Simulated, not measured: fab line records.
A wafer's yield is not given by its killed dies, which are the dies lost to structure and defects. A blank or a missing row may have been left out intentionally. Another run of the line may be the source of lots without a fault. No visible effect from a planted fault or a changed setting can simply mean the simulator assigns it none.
Code-filled problem report in 8D (eight disciplines) form :: flow gf180mcu :: the parts of the form that need people (team, actions taken, sign-off) are left out

== 1. THE PROBLEM ==
Mean SAB_CVD_00_THK at GF_SAB_THK_MEAS_01: 56.1 nm over 2 wafers in 2 lots; fault-free wafers: 49.9 nm, standard deviation 0.61. Relative to the usual mean, that is a shift of +10 standard deviations.
First observed at day 16 00:55: wafer L342.2, on film_metro-01. The record has a number at this step for 40 wafers belonging to 14 lots. By rule, "out" or "out of limits" means more than 4 standard deviations away from the usual mean. All remaining wafers that have a number are taken as sound.

== 2. WHAT IT IS; WHAT IT IS NOT ==
question: which readings at this step
is: SAB_CVD_00_THK
is not: -

question: which lots
is: L342, L344
is not: L337, L338, L339, L350, L352, L353, L354, L355, L356, L357, L358, L359

question: which wafers of those lots
is: L342.2, L344.2
is not: L342.5, L344.3

question: read on which gauges
is: film_metro-01
is not: film_metro-02, film_metro-04

question: when
is: from day 16 00:55
is not: up to then (10 sound wafers); but 28 sound wafers of L344, L350, L352, L353, L354, L355, L356, L357, L358, L359 came after

== 3. WHAT RULES OUT EACH SUSPECT ==
Counting: any tool at a process step up to the reading remains a suspect provided it ran every lot that is out. Sound lots after the first of them don't rule it out here, since some wafers of a struck lot are sound.
- the gauge at GF_SAB_THK_MEAS_01: kept. All the wafers that are out were read on film_metro-01, and no step on other tools shows them out.
- pecvd-02 at GF_SAB_CVD_00 (deposits SiO2 from TEOS, target thk 50 nm, time 4.9302 s): kept. It processed each lot that is out (first: L342, day 16 00:53); up to then, its last sound lot is L339 (day 15 08:20).
What counting leaves: pecvd-02 at GF_SAB_CVD_00 and film_metro-01 at GF_SAB_THK_MEAS_01.

== 4. THE CAUSE (what the simulator had put in) ==
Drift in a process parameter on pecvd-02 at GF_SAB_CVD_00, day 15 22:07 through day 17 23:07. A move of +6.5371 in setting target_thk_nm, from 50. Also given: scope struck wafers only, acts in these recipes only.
Counting left 2 suspects, and this tool is among them.

== 5. THE CHAIN OF EFFECTS, in route order ==
Rows list readings where the struck wafers' mean (over those with a number) sits beyond 3 standard deviations from the usual. Readings are gone through only where the record gives a usual standard deviation; hours: the median, over the lots, of the time from a lot's start at the first step in this table giving one to that lot's start at this step; sigmas: the change measured in usual standard deviations.
hours: 0
step: GF_SAB_THK_MEAS_01
reading: SAB_CVD_00_THK
usual: 49.9 nm
on struck wafers: 56.1
change: +6.2
sigmas: +10
Later measuring or inspecting steps at which every struck wafer that the step has a row for has a number for every such reading, and none has moved that far: GF_M1_RS_MEAS_05.

== 6. HOW IT WOULD HAVE BEEN CAUGHT EARLIER ==
Counted from the fault's start at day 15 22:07, it took 3 hours until the first out-of-limits reading at a measuring or inspecting step in this record, taken at day 16 00:55.
Tool readings at GF_SAB_CVD_00 with a usual standard deviation given in the record: none out on any struck wafer, hence no alarm at a limit of 4 standard deviations on them.
L344, from the lots that are out (2), started GF_SAB_CVD_00 on pecvd-02 later than day 16 00:55. Had the tool been put on hold then, it would have been spared.
